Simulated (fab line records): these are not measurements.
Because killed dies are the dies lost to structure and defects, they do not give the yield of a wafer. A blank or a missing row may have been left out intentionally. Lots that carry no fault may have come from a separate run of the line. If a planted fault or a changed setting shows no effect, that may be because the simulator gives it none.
Which tool is to blame? ; flow sky130 ; 39 wafers from 13 lots sampled at 4 of the route's 708 steps

## WHAT EACH GAUGE READ, for each wafer
SKY_NWELL_OVL_MEAS_23.
lot;measured;on;NWELL_01_OVL (nm)
L425;day 5 04:16;overlay-02;0.0 -0.6 0.0
L426;day 5 06:13;overlay-02;0.3 -2.3 -0.1
L427;day 5 18:55;overlay-02;-0.3 1.8 1.2
L428;day 6 09:18;overlay-02;0.5 1.7 0.4
L431;day 6 21:49;overlay-02;-1.3 -2.1 -1.6
L432;day 7 03:22;overlay-02;0.1 -1.0 -0.5
L433;day 7 10:28;overlay-01;-0.7 -2.2 -1.8
L434;day 7 13:39;overlay-01;-0.1 0.0 0.4
L437;day 8 09:01;overlay-01;-2.0 -2.2 -1.9
L439;day 8 18:01;overlay-02;0.5 -0.7 -0.7
L440;day 8 23:31;overlay-02;-1.6 -1.2 -1.2
L441;day 9 06:46;overlay-02;0.0 -1.9 -0.9
L444;day 10 05:40;overlay-01;-2.6 -2.6 -3.0

SKY_NWELL_RS_MEAS_31: measures by four-point-probe.
lot;measured;on;PWDE_RS (ohm/sq)
L425;day 5 05:02;film_metro-03;5275 5271 5274
L426;day 5 06:59;film_metro-03;5302 5316 5314
L427;day 5 19:39;film_metro-03;5275 5270 5289
L428;day 6 10:02;film_metro-02;5281 5283 5275
L431;day 6 22:34;film_metro-03;5237 5271 5272
L432;day 7 04:07;film_metro-02;5292 5286 5280
L433;day 7 11:12;film_metro-02;5298 5281 5266
L434;day 7 14:23;film_metro-03;5281 5286 5280
L437;day 8 09:45;film_metro-04;5303 5279 5281
L439;day 8 18:45;film_metro-03;5276 5284 5252
L440;day 9 00:16;film_metro-02;5301 5307 5316
L441;day 9 07:30;film_metro-04;5267 5290 5280
L444;day 10 06:24;film_metro-04;5302 5271 5299

SKY_VT_ADJUST_NCORE_CD_MEAS_07: target cd 380 nm.
lot;measured;on;cd_nm (nm)
L425;day 8 09:20;cd_sem-02;379.6 380.0 380.8
L426;day 8 10:38;cd_sem-01;386.6 386.2 387.1
L427;day 9 01:49;cd_sem-01;378.3 379.3 378.5
L428;day 9 19:49;cd_sem-01;378.2 374.0 374.8
L431;day 10 08:38;cd_sem-02;380.3 381.0 381.5
L432;day 10 15:08;cd_sem-01;378.6 379.1 378.1
L433;day 11 00:10;cd_sem-01;379.7 379.6 378.4
L434;day 11 03:19;cd_sem-02;380.2 378.3 380.9
L437;day 12 01:01;cd_sem-02;379.9 379.1 379.4
L439;day 12 11:31;cd_sem-01;376.6 374.7 376.6
L440;day 12 17:23;cd_sem-02;381.7 381.6 383.0
L441;day 13 03:34;cd_sem-01;379.7 379.8 381.1
L444;day 14 06:59;cd_sem-02;375.0 378.3 378.5

## EACH LOT AND THE TOOL THAT RAN IT (in order: tool; ch and the chambers of the sampled wafers; start)
lot;SKY_FIELD_ISO_ETCH_14
L425;rie_diel-01 ch 1,2,3, day 2 04:36
L426;rie_diel-03 ch 1,3, day 2 09:02
L427;rie_diel-03 ch 1,2, day 2 16:22
L428;rie_diel-03 ch 0,2,3, day 2 21:35
L431;rie_diel-01 ch 0,2,3, day 3 10:59
L432;rie_diel-01 ch 0,2, day 3 16:04
L433;rie_diel-03 ch 1,2,3, day 4 00:11
L434;rie_diel-03 ch 1,3, day 4 05:22
L437;rie_diel-03 ch 1,2,3, day 4 18:55
L439;rie_diel-01 ch 0,3, day 5 06:13
L440;rie_diel-04 ch 1,2,3, day 5 10:50
L441;rie_diel-01 ch 0,2,3, day 5 15:38
L444;rie_diel-03 ch 0,2, day 6 06:29
- SKY_FIELD_ISO_ETCH_14: etches BARC in N2/H2, stops on SiO2, time 45.9 s, target depth 60 nm.

## AS READ BY THE TOOLS THEMSELVES (means over the sampled wafers that have a number; for cases with no such wafer, the mark the record gives instead)
SKY_FIELD_ISO_ETCH_14.
lot;tool;drypump_motor_current_A (A);h2_flow_sccm (sccm);oes_product_au (a.u.);rf_fwd_power_W (W);throttle_valve_pct (%)
L425;rie_diel-01;5.5;200.2;0.857;492.7;13.230
L426;rie_diel-03;5.5;200.0;0.859;493.9;13.226
L427;rie_diel-03;5.2;199.9;0.852;493.0;13.223
L428;rie_diel-03;5.7;199.7;0.858;493.7;13.221
L431;rie_diel-01;5.7;200.5;0.857;494.0;13.231
L432;rie_diel-01;5.5;200.4;0.855;495.1;13.220
L433;rie_diel-03;5.4;199.9;0.856;492.5;13.219
L434;rie_diel-03;5.5;199.4;0.859;496.2;13.227
L437;rie_diel-03;5.4;199.9;0.854;494.3;13.226
L439;rie_diel-01;6.0;200.3;0.848;495.7;13.229
L440;rie_diel-04;5.3;199.6;0.851;495.7;13.213
L441;rie_diel-01;5.8;200.4;0.856;494.6;13.211
L444;rie_diel-03;6.1;200.3;0.854;547.3;13.225

## THE ANSWER, worked out from the rows above alone
Rule: what is usual is taken from the lots themselves. The widest of any qualifying gaps counts: lots, ordered by their means at a reading, are off when they make up no more than a third of the lots, leave a main group of 4 or more, and stand apart from it by 3 or more times the standard deviation of that group's means. A main group is skipped when, at the precision printed for the reading in the tables above, its means are all equal. A lot without any number at a reading at which 4 lots or more have one is off too. The other lots that the step has rows for count as sound. First the gauges in route order, then the tools' own readings, where a lot's mean is used as printed above. The first step at which some lot is off is used, and at that step the reading that is off furthest; a lot without a number counts as furthest.
Off: L444, at SKY_FIELD_ISO_ETCH_14 (rf_fwd_power_W). Main group: mean 494.3 W, sd 1.2.
A tool fits if, at that step or a process step before it, it ran every lot that is off, and no sound lot after the first of them. One candidate fits, namely rie_diel-03 at SKY_FIELD_ISO_ETCH_14. Its last sound lot is L437 (day 4 18:55), its first lot that is off L444 (day 6 06:29): a fault that began between those two fits.
The tool's own readings at SKY_FIELD_ISO_ETCH_14 bear it out: on the lots that are off they differ by more than 5 times the standard deviation of the sound lots' means. rf_fwd_power_W reads 547.3 W there against 494.3 W on the sound lots.

## WHAT HAD BEEN PUT IN BY THE SIMULATOR
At SKY_FIELD_ISO_ETCH_14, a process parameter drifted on rie_diel-03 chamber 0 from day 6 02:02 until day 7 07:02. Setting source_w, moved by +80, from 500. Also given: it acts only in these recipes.
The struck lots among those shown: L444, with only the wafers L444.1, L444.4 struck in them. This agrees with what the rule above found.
